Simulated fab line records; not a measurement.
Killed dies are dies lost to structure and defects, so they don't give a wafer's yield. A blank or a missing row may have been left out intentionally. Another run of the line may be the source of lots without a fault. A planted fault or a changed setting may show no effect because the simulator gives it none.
Chamber matching ; flow gf180mcu ; cmp-02 running GF_V1_CMP_04: 3 sister chambers
The step polishes SiO2. 3 wafers are shown with their chamber, then 4 later ones without.

== WAFERS, EACH WITH ITS CHAMBER ==
wafer;chamber;motor-current-A (A)
L754.3;0;11.9
L759.5;2;11.6
L759.6;1;10.6

== WAFERS WITH NO CHAMBER GIVEN ==
wafer;motor-current-A (A)
L762.1;12.0
L762.5;10.7
L761.3;11.4
L761.6;10.6

== WHICH CHAMBER EACH WENT THROUGH ==
wafer;from the rows above;in truth
L762.1;0;0
L762.5;1;1
L761.3;2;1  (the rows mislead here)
L761.6;1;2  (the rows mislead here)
2 of 4 placed correctly. Not placeable from these rows: 0. Wrongly placed: 2.
How it was worked out, from the rows above alone: a wafer's distance from a chamber is the root of the sum, over the readings, of the square of ((its reading less the chamber's mean) divided by the reading's scatter). The wafer belongs to the nearest chamber; if the next one is less than 2 further off, it can't be placed. For every chamber, the mean is computed from those of its wafers that are shown. The scatter: root of mean squared gap, hidden wafer to nearest shown wafer, with one shown wafer a chamber.
